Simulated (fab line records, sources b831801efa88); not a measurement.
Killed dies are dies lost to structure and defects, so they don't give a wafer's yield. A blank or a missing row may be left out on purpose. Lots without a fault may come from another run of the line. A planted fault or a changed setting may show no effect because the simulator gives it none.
Which tool did it? | flow sky130 | 12 lots, 36 wafers sampled, at 5 steps of a route of 708

WHAT THE GAUGES READ, wafer by wafer
SKY_VT_ADJUST_HVTP_CD_MEAS_07: target cd 380 nm. Usual: cd_nm 380.2 nm, standard deviation 2.3.
lot  | measured     | on        | cd_nm (nm)        | flag
L425 | day 6 05:41  | cd_sem-01 | 380.2 381.4 378.7 |
L426 | day 6 08:13  | cd_sem-01 | 381.0 383.3 382.3 |
L427 | day 6 11:07  | cd_sem-02 | 381.1 381.8 380.1 |
L428 | day 6 18:29  | cd_sem-02 | 379.5 379.6 378.7 |
L429 | day 6 21:55  | cd_sem-02 | 379.6 379.5 378.2 |
L432 | day 7 22:11  | cd_sem-01 | 378.9 375.6 377.9 |
L433 | day 8 02:37  | cd_sem-01 | 376.6 380.9 381.0 |
L434 | day 8 11:22  | cd_sem-01 | 382.2 384.0 384.0 |
L437 | day 9 07:54  | cd_sem-01 | 378.9 382.0 380.4 |
L440 | day 9 23:05  | cd_sem-02 | 384.1 382.7 381.2 |
L445 | day 11 09:24 | cd_sem-01 | 385.6 382.4 381.7 |
L448 | day 12 04:07 | cd_sem-01 | 379.9 376.9 376.9 |

SKY_VT_ADJUST_NCORE_CD_MEAS_07: target cd 380 nm. Usual: cd_nm 380.8 nm, standard deviation 2.5.
lot  | measured     | on        | cd_nm (nm)        | flag
L425 | day 8 18:08  | cd_sem-02 | 380.7 380.0 381.1 |
L426 | day 8 20:58  | cd_sem-02 | 381.8 381.7 383.7 |
L427 | day 9 00:07  | cd_sem-01 | 385.1 383.2 384.8 |
L428 | day 9 08:12  | cd_sem-02 | 381.3 381.2 379.8 |
L429 | day 9 11:34  | cd_sem-02 | 379.3 381.2 380.9 |
L432 | day 10 15:23 | cd_sem-01 | 384.8 384.3 383.3 |
L433 | day 10 21:07 | cd_sem-01 | 381.1 379.8 380.5 |
L434 | day 11 05:41 | cd_sem-02 | 379.4 378.6 378.4 |
L437 | day 12 04:35 | cd_sem-01 | 380.2 377.6 379.1 |
L440 | day 12 21:39 | cd_sem-02 | 380.0 382.9 379.1 |
L445 | day 14 12:11 | cd_sem-02 | 380.5 379.8 381.2 |
L448 | day 15 09:30 | cd_sem-02 | 381.6 380.7 381.7 |

SKY_VT_ADJUST_NCORE_TW_MEAS_11. Usual: VT_ADJUST_NCORE_TW 219.6, standard deviation 1.4.
lot  | measured     | on            | VT_ADJUST_NCORE_TW                  | flag
L425 | day 8 18:31  | film_metro-03 | 218.8 218.4 218.9                   |
L426 | day 8 21:21  | film_metro-03 | 217.8 217.4 217.2                   |
L427 | day 9 00:30  | film_metro-03 | 218.0 217.8 218.3                   |
L428 | day 9 08:36  | film_metro-01 | 221.5 221.4 221.1                   |
L429 | day 9 11:58  | film_metro-04 | 219.6 219.9 220.3                   |
L432 | day 10 15:47 | film_metro-04 | 219.3 220.3 220.2                   |
L433 | day 10 21:31 | film_metro-04 | 219.7 218.2 218.8                   |
L434 | day 11 06:05 | film_metro-03 | 219.0 218.1 217.8                   |
L437 | day 12 05:00 | film_metro-03 | 220.0 217.4 219.1                   |
L440 | day 12 22:01 | film_metro-03 | 229.6 229.4 230.7 229.2 229.8 230.1 | OFF
L445 | day 14 12:36 | film_metro-01 | 232.5 231.4 230.3 231.6 231.8 231.0 | OFF
L448 | day 15 09:54 | film_metro-01 | 219.8 220.9 221.0                   |

WHICH TOOL RAN EACH LOT (tool, then ch and the chambers of the sampled wafers, then the start)
lot  | SKY_VT_ADJUST_LVTN_STRIP_09          | SKY_VT_ADJUST_NCORE_IMPLANT_09
L425 | plasma_asher-01 ch 0,1, day 7 01:16  | implanter-02 ch 0, day 8 18:17
L426 | plasma_asher-04 ch 0,1, day 7 03:56  | implanter-03 ch 0, day 8 21:07
L427 | plasma_asher-04 ch 1, day 7 07:16    | implanter-02 ch 0, day 9 00:16
L428 | plasma_asher-04 ch 0,1, day 7 14:14  | implanter-04 ch 0, day 9 08:21
L429 | plasma_asher-01 ch 0,1, day 7 18:05  | implanter-04 ch 0, day 9 11:43
L432 | plasma_asher-04 ch 0, day 8 19:49    | implanter-02 ch 0, day 10 15:32
L433 | plasma_asher-04 ch 0,1, day 9 00:20  | implanter-02 ch 0, day 10 21:16
L434 | plasma_asher-01 ch 0,1, day 9 08:56  | implanter-02 ch 0, day 11 05:50
L437 | plasma_asher-01 ch 0,1, day 10 05:56 | implanter-02 ch 0, day 12 04:45
L440 | plasma_asher-04 ch 0,1, day 10 22:23 | implanter-04 ch 0, day 12 21:49
L445 | plasma_asher-04 ch 0,1, day 12 09:14 | implanter-04 ch 0, day 14 12:21
L448 | plasma_asher-02 ch 0,1, day 13 04:59 | implanter-03 ch 0, day 15 09:39
- SKY_VT_ADJUST_LVTN_STRIP_09: strips in O2/N2.
- SKY_VT_ADJUST_NCORE_IMPLANT_09

WHAT THE TOOLS THEMSELVES READ (means of the sampled wafers that have a number; where no wafer has one, the mark that the record gives instead)
SKY_VT_ADJUST_LVTN_STRIP_09. Usual: drypump_motor_current_A 5.5 A, standard deviation 0.31; oes_product_au 0.722 a.u., standard deviation 0.0048; strip_time_to_endpoint_s 36.95 s, standard deviation 0.11.
lot  | tool            | drypump_motor_current_A (A) | oes_product_au (a.u.) | strip_time_to_endpoint_s (s) | flag
L425 | plasma_asher-01 | 5.8                         | 0.719                 | 36.97                        |
L426 | plasma_asher-04 | 5.2                         | 0.729                 | 36.94                        |
L427 | plasma_asher-04 | 5.5                         | 0.726                 | 37.11                        |
L428 | plasma_asher-04 | 5.1                         | 0.727                 | 36.95                        |
L429 | plasma_asher-01 | 5.9                         | 0.722                 | 36.95                        |
L432 | plasma_asher-04 | 5.0                         | 0.723                 | 36.87                        |
L433 | plasma_asher-04 | 5.3                         | 0.723                 | 37.03                        |
L434 | plasma_asher-01 | 5.8                         | 0.716                 | 36.94                        |
L437 | plasma_asher-01 | 5.8                         | 0.721                 | 36.77                        |
L440 | plasma_asher-04 | 5.3                         | 0.722                 | 36.85                        |
L445 | plasma_asher-04 | 5.3                         | 0.720                 | 37.13                        |
L448 | plasma_asher-02 | 5.5                         | 0.723                 | 36.77                        |

SKY_VT_ADJUST_NCORE_IMPLANT_09. Usual: beam_on_s 9.98 s, standard deviation 0.2; faraday_current_uA 13.57, standard deviation 0.27.
lot  | tool         | beam_on_s (s) | faraday_current_uA | flag
L425 | implanter-02 | 9.99          | 13.58              |
L426 | implanter-03 | 10.08         | 13.44              |
L427 | implanter-02 | 10.12         | 13.40              |
L428 | implanter-04 | 10.00         | 13.52              |
L429 | implanter-04 | 10.01         | 13.55              |
L432 | implanter-02 | 9.92          | 13.63              |
L433 | implanter-02 | 9.91          | 13.68              |
L434 | implanter-02 | 9.91          | 13.68              |
L437 | implanter-02 | 9.84          | 13.75              |
L440 | implanter-04 | 12.06         | 11.20              | OFF
L445 | implanter-04 | 11.83         | 11.48              | OFF
L448 | implanter-03 | 9.77          | 13.83              |

THE ANSWER, worked out from the rows above alone
Rule: a lot is off if the mean of its wafers that have a number lies more than 3 standard deviations from the usual mean. A lot without any number at a reading at which 4 lots or more have one is off too. The other lots that the step has rows for count as sound. The gauges are gone through in route order, then the tools' own readings, and for those a lot's mean is taken as printed above. The first step at which some lot is off is used, and at that step the reading that is off furthest; a lot without a number counts as furthest.
Off: L440, L445, at SKY_VT_ADJUST_NCORE_TW_MEAS_11 (VT_ADJUST_NCORE_TW).
A tool fits if, at a process step before that reading, it ran every lot that is off, and no sound lot after the first of them. The gauges at SKY_VT_ADJUST_NCORE_TW_MEAS_11 aren't tried: what is off there is off at SKY_VT_ADJUST_NCORE_IMPLANT_09 too, on other tools, and a gauge's error can't cause that. Can't be told from this: 2 tools fit, plasma_asher-04 at SKY_VT_ADJUST_LVTN_STRIP_09, implanter-04 at SKY_VT_ADJUST_NCORE_IMPLANT_09.

WHAT THE SIMULATOR HAD PUT IN
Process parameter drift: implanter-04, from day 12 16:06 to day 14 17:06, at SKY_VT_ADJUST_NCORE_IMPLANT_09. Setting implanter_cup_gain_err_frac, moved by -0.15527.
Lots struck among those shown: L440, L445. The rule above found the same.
